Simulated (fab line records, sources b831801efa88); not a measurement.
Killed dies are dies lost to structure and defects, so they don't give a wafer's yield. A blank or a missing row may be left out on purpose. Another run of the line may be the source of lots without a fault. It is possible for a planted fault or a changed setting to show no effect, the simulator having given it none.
Problem report in the 8D (eight disciplines) form, filled by code | flow sky130 | the parts of the form that need people (team, actions taken, sign-off) are left out

## 1. WHAT WENT WRONG
Mean SONOS_ONO_OXIDATION_THK at SKY_SONOS_ONO_THK_MEAS_01: 1.68 nm over 9 wafers in 3 lots; fault-free wafers: 2.60 nm, standard deviation 0.052. Relative to the usual mean, that is a shift of -18 standard deviations.
Earliest sighting: wafer L591.1 on film_metro-01 at day 17 21:09. The record has a number at this step for 36 wafers belonging to 12 lots. Rule for "out" (also "out of limits"): further than 4 standard deviations from the usual mean. Any other wafer with a number is counted as sound.

## 2. WHAT IT IS, AND WHAT IT ISN'T
question                    | is                           | is not
which readings at this step | SONOS_ONO_OXIDATION_THK      | -
which lots                  | L591, L592, L593             | L572, L574, L575, L577, L578, L581, L583, L584, L594
which wafers of those lots  | all that have a number       | -
read on which gauges        | film_metro-01, film_metro-04 | film_metro-03
when                        | from day 17 21:09            | up to then (24 sound wafers); but 3 sound wafers of L594 came after

## 3. THE SUSPECTS, EACH WITH WHAT RULES IT OUT
Counting: a tool at a process step up to the reading stays a suspect if it ran every lot that is out and no sound lot after the first of them.
- the gauge at SKY_SONOS_ONO_THK_MEAS_01 is ruled out. Those wafers that are out were read across 2 gauges (film_metro-01, film_metro-04).
- furnace-01 at SKY_SONOS_ONO_OXIDATION_00 (stabilise 600 s, purge 300 s, target thk 2.6 nm): kept. Every lot that is out went through it, starting with L591 (day 17 19:48), and after that it ran no sound lot; the last sound lot it ran before then is L584 (day 15 07:34). On those wafers its own readings are out: spike_tc_bottom_C, spike_tc_centre_C, spike_tc_lower_C, spike_tc_top_C, spike_tc_upper_C, tube_center_temp_C, tube_center_temp_C_max.
Left after counting: furnace-01 at SKY_SONOS_ONO_OXIDATION_00.

## 4. THE CAUSE (what the simulator had put in)
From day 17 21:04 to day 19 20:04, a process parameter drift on furnace-01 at SKY_SONOS_ONO_OXIDATION_00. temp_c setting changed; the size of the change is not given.
Counting left only this tool.

## 5. SEQUENCE OF EFFECTS, ordered by route
One row per reading whose mean, taken over the struck wafers that have a number, lies over 3 standard deviations from the usual. Only readings whose record carries a usual standard deviation are examined. hours: median over the lots of the time between each lot's start at the first step of this table that gives one and its start at this step. sigmas: the change, counted in usual standard deviations.
hours | step                       | reading                 | usual   | on struck wafers | change | sigmas
0     | SKY_SONOS_ONO_OXIDATION_00 | spike_tc_bottom_C       | 821.9 C | 794.7            | -27.2  | -12
0     | SKY_SONOS_ONO_OXIDATION_00 | spike_tc_centre_C       | 799.2 C | 770.9            | -28.3  | -17
0     | SKY_SONOS_ONO_OXIDATION_00 | spike_tc_lower_C        | 800.8 C | 771.5            | -29.3  | -27
0     | SKY_SONOS_ONO_OXIDATION_00 | spike_tc_top_C          | 808.8 C | 782.8            | -26.0  | -8.7
0     | SKY_SONOS_ONO_OXIDATION_00 | spike_tc_upper_C        | 801.8 C | 772.7            | -29.1  | -17
0     | SKY_SONOS_ONO_OXIDATION_00 | tube_center_temp_C      | 800 C   | 770              | -30    | -99 or more
0     | SKY_SONOS_ONO_OXIDATION_00 | tube_center_temp_C_max  | 802.1   | 772.1            | -30.0  | -83
0     | SKY_SONOS_ONO_OXIDATION_00 | zone_power_centre_pct   | 15.30 % | 14.06            | -1.24  | -4.3
1     | SKY_SONOS_ONO_THK_MEAS_01  | SONOS_ONO_OXIDATION_THK | 2.60 nm | 1.68             | -0.92  | -18
The process steps in it:
- SKY_SONOS_ONO_OXIDATION_00: stabilise 600 s, purge 300 s, target thk 2.6 nm.
At these later measuring or inspecting steps, every struck wafer for which the step has a row has a number for every such reading, and none has moved that far: SKY_CAPM_THK_MEAS_01, SKY_CAPM_THK_MEAS_04.

## 6. HOW IT WOULD HAVE BEEN CAUGHT EARLIER
Counted from the fault's start at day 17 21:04, it took 0 hours until the first out-of-limits reading at a measuring or inspecting step in this record, taken at day 17 21:09.
At SKY_SONOS_ONO_OXIDATION_00, the tool's own readings (spike_tc_bottom_C, spike_tc_centre_C, spike_tc_lower_C, spike_tc_top_C, spike_tc_upper_C, tube_center_temp_C, tube_center_temp_C_max) were out on each struck wafer the step has a row for, so an alarm limit on them would have fired on the first such wafer.
Lots out: 3; of these, L592, L593 started SKY_SONOS_ONO_OXIDATION_00 on furnace-01 after day 17 21:09. A hold on the tool at that time would have spared those 2.
